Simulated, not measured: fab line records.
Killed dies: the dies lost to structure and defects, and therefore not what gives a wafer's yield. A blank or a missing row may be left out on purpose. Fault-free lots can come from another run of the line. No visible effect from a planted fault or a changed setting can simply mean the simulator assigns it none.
What tool caused it? + flow sky130 + 11 lots, 33 wafers sampled, at 3 steps of a route of 708

WHAT EACH GAUGE READ, for each wafer
SKY_LDD_N_TW_MEAS_17.
| lot  | measured     | on           | LDD_N_TW                      |
|------|--------------|--------------|-------------------------------|
| L615 | day 18 03:00 | filmMetro-02 | 2601 2588 2601                |
| L616 | day 19 01:44 | filmMetro-02 | 2581 2609 2593                |
| L617 | day 18 22:00 | filmMetro-04 | 2615 2618 2615                |
| L619 | day 19 11:25 | filmMetro-02 | 2601 2602 2592                |
| L625 | day 21 18:02 | filmMetro-01 | 2577 2572 2578                |
| L626 | day 22 04:40 | filmMetro-02 | 2465 2472 2474 2471 2480 2477 |
| L628 | day 22 19:05 | filmMetro-02 | 2472 2474 2481 2483 2465 2487 |
| L630 | day 23 08:44 | filmMetro-04 | 2612 2620 2628                |
| L632 | day 24 02:15 | filmMetro-04 | 2612 2606 2611                |
| L636 | day 25 09:42 | filmMetro-04 | 2626 2635 2625                |
| L637 | day 25 11:28 | filmMetro-02 | 2596 2599 2599                |

TOOL THAT RAN EACH LOT (tool first, then ch and the chambers of the sampled wafers, then the start)
| lot  | SKY_LDD_N_IMPLANT_09            | SKY_LDD_N_STRIP_16                  |
|------|---------------------------------|-------------------------------------|
| L615 | implanter-01 ch 0, day 18 01:51 | plasmaAsher-03 ch 0,1, day 18 02:54 |
| L616 | implanter-01 ch 0, day 19 00:37 | plasmaAsher-04 ch 0,1, day 19 01:39 |
| L617 | implanter-01 ch 0, day 18 20:51 | plasmaAsher-02 ch 0,1, day 18 21:54 |
| L619 | implanter-02 ch 0, day 19 10:17 | plasmaAsher-02 ch 0,1, day 19 11:18 |
| L625 | implanter-04 ch 0, day 21 16:55 | plasmaAsher-03 ch 0,1, day 21 17:57 |
| L626 | implanter-01 ch 0, day 22 03:33 | plasmaAsher-02 ch 0,1, day 22 04:35 |
| L628 | implanter-01 ch 0, day 22 17:56 | plasmaAsher-04 ch 0,1, day 22 18:58 |
| L630 | implanter-02 ch 0, day 23 07:35 | plasmaAsher-02 ch 0,1, day 23 08:37 |
| L632 | implanter-02 ch 0, day 24 01:06 | plasmaAsher-04 ch 0,1, day 24 02:09 |
| L636 | implanter-04 ch 0, day 25 08:33 | plasmaAsher-04 ch 0,1, day 25 09:36 |
| L637 | implanter-02 ch 0, day 25 10:21 | plasmaAsher-04 ch 0,1, day 25 11:23 |
- SKY_LDD_N_IMPLANT_09
- SKY_LDD_N_STRIP_16: strips in O2/N2.

THE ANSWER, worked out from the rows above alone
Rule: the usual values come from the lots themselves. Put in order of their means at a reading, lots are off if they are a third of the lots or fewer, leave a main group of 4 or more, and stand apart from it by a gap of 3 or more times the standard deviation of the main group's means; of several such gaps the widest counts. A main group is skipped when, at the precision printed for the reading in the tables above, its means are all equal. A lot without any number at a reading at which 4 lots or more have one is off too. The other lots that the step has rows for count as sound.
Off: L626, L628, seen at SKY_LDD_N_TW_MEAS_17 (LDD_N_TW). For the main group the mean is 2604 and the standard deviation 15.
A tool fits if, at a process step before that reading, it ran every lot that is off, and no sound lot after the first of them. Gauges at SKY_LDD_N_TW_MEAS_17: tried the same way as those tools. One fits: implanter-01 at SKY_LDD_N_IMPLANT_09. A fault onset in the window from L616 (day 19 00:37, its last sound lot) to L626 (day 22 03:33, its first lot off) fits.

WHAT THE SIMULATOR PUT IN
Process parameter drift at SKY_LDD_N_IMPLANT_09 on implanter-01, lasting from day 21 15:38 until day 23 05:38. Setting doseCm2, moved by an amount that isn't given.
Struck lots among those shown: L626, L628. Same finding as the rule above.
